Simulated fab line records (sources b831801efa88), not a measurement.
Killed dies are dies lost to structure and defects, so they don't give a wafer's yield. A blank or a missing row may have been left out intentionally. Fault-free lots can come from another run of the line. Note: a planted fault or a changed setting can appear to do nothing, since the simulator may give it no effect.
Chamber matching :: flow sky130 :: rieDiel-01 running SKY_METAL3_ETCH_17: 4 sister chambers
The step etches SiO2 in C4F8/O2/Ar, stops on TiN, time 3.9 s, target depth 15 nm. 4 wafers are shown with their chamber, then 7 later ones without.

== WAFERS WITH THEIR CHAMBER ==
wafer: L577.2
chamber: 0
rfFwdPowerW (W): 1477

wafer: L577.3
chamber: 2
rfFwdPowerW (W): 1461

wafer: L583.1
chamber: 3
rfFwdPowerW (W): 1480

wafer: L583.2
chamber: 1
rfFwdPowerW (W): 1467

== WAFERS WITHOUT THEIR CHAMBER ==
wafer: L583.5
rfFwdPowerW (W): 1473

wafer: L591.1
rfFwdPowerW (W): 1467

wafer: L591.3
rfFwdPowerW (W): 1457

wafer: L591.4
rfFwdPowerW (W): 1473

wafer: L594.1
rfFwdPowerW (W): 1472

wafer: L594.5
rfFwdPowerW (W): 1468

wafer: L594.6
rfFwdPowerW (W): 1473

== WHICH CHAMBER EACH ONE RAN IN ==
wafer: L583.5
from the rows above: can't be placed: 0 or 1 or 3
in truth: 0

wafer: L591.1
from the rows above: can't be placed: 1 or 2
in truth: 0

wafer: L591.3
from the rows above: can't be placed: 2 or 1
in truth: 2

wafer: L591.4
from the rows above: can't be placed: 0 or 1 or 3
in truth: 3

wafer: L594.1
from the rows above: can't be placed: 0 or 1 or 3 or 2
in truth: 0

wafer: L594.5
from the rows above: can't be placed: 1 or 2
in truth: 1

wafer: L594.6
from the rows above: can't be placed: 0 or 1 or 3
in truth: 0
Placed correctly: 0 of 7. Not placeable from these rows: 7 (in 6, the candidates include the true chamber). Number placed wrongly: 0.
How it was worked out, from the rows above alone: a wafer's distance from a chamber is the root of the sum, over the readings, of the square of ((its reading less the chamber's mean) divided by the reading's scatter). The wafer belongs to the nearest chamber; if the next one is less than 2 further off, it can't be placed. For every chamber, the mean is computed from those of its wafers that are shown. The scatter: root of mean squared gap, hidden wafer to nearest shown wafer, with one shown wafer a chamber.
